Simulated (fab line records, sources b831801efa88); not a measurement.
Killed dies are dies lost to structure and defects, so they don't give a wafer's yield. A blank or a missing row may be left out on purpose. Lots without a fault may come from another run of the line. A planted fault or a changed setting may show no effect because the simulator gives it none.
Problem report in the 8D (eight disciplines) form, filled by code | flow gf180mcu | the parts of the form that need people (team, actions taken, sign-off) are left out

1. THE PROBLEM
PASSIVATION_CVD_00_THK at GF_PASSIVATION_THK_MEAS_01 reads a mean of 871 nm on 6 wafers of 2 lots; wafers without a fault read 998 nm with a standard deviation of 14. That is -9.1 standard deviations from the usual mean.
First seen on wafer L251.1, day 31 14:40, on film_metro-03. The record holds 33 wafers of 12 lots with a number at this step. Rule for "out", or "out of limits": more than 4 standard deviations from the usual mean. The other wafers with a number count as sound.

2. WHAT IT IS AND WHAT IT IS NOT
question                    | is                           | is not
which readings at this step | PASSIVATION_CVD_00_THK       | -
which lots                  | L251, L252                   | L240, L241, L243, L253, L255, L256, L258, L259, L260, L262
which wafers of those lots  | all that have a number       | -
read on which gauges        | film_metro-01, film_metro-03 | film_metro-02
when                        | from day 31 14:40            | up to then (8 sound wafers); but 19 sound wafers of L253, L255, L256, L258, L259, L260, L262 came after

3. SUSPECTS, AND WHAT RULES EACH OUT
Counting: a tool at a process step up to the reading stays a suspect if it ran every lot that is out and no sound lot after the first of them.
- the gauge at GF_PASSIVATION_THK_MEAS_01: ruled out. The wafers that are out were read on 2 gauges (film_metro-01, film_metro-03).
- cmp-01 at GF_V3_CMP_26 (polishes, stops on SiO2, t overpolish 15 s, target thk 0 nm): ruled out as a lasting fault. Sound lots L253, L256, L258, L260, L262 ran on it after its first lot that is out, L251 (day 26 13:29).
- pecvd-04 at GF_PASSIVATION_CVD_00 (deposits SiO2 from TEOS, target thk 1000 nm, time 111.95 s): kept. It ran every lot that is out, first L251 (day 31 14:35), and no sound lot after that; its last sound lot up to then is L243 (day 29 02:29).
Left after counting: pecvd-04 at GF_PASSIVATION_CVD_00.

4. THE CAUSE (what the simulator had put in)
Site profile drift: pecvd-04, from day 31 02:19 on, at GF_PASSIVATION_CVD_00. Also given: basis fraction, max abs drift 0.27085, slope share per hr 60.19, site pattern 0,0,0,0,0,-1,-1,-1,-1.
Counting left only this tool.

5. THE CHAIN OF EFFECTS, in route order
Each row: a reading whose mean over the struck wafers that have a number lies more than 3 standard deviations from the usual. Only readings for which the record gives a usual standard deviation are gone through. hours: the time from each lot's start at the first step in this table that gives one to its start at this step, as a median over the lots. sigmas: the change in usual standard deviations.
hours | step                       | reading                | usual  | on struck wafers | change | sigmas
0     | GF_PASSIVATION_THK_MEAS_01 | PASSIVATION_CVD_00_THK | 998 nm | 871              | -127   | -9.1

6. WHAT WOULD HAVE CAUGHT IT SOONER
In this record the first reading out of limits at a measuring or inspecting step was taken at day 31 14:40, 12 hours after the fault began at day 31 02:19.
Of the tool readings at GF_PASSIVATION_CVD_00 for which the record gives a usual standard deviation, none was out on any struck wafer, so an alarm limit of 4 standard deviations on them would not have fired.
Of the lots that are out (2), L252 began GF_PASSIVATION_CVD_00 on pecvd-04 after day 31 14:40. A hold on the tool at that time would have spared it.
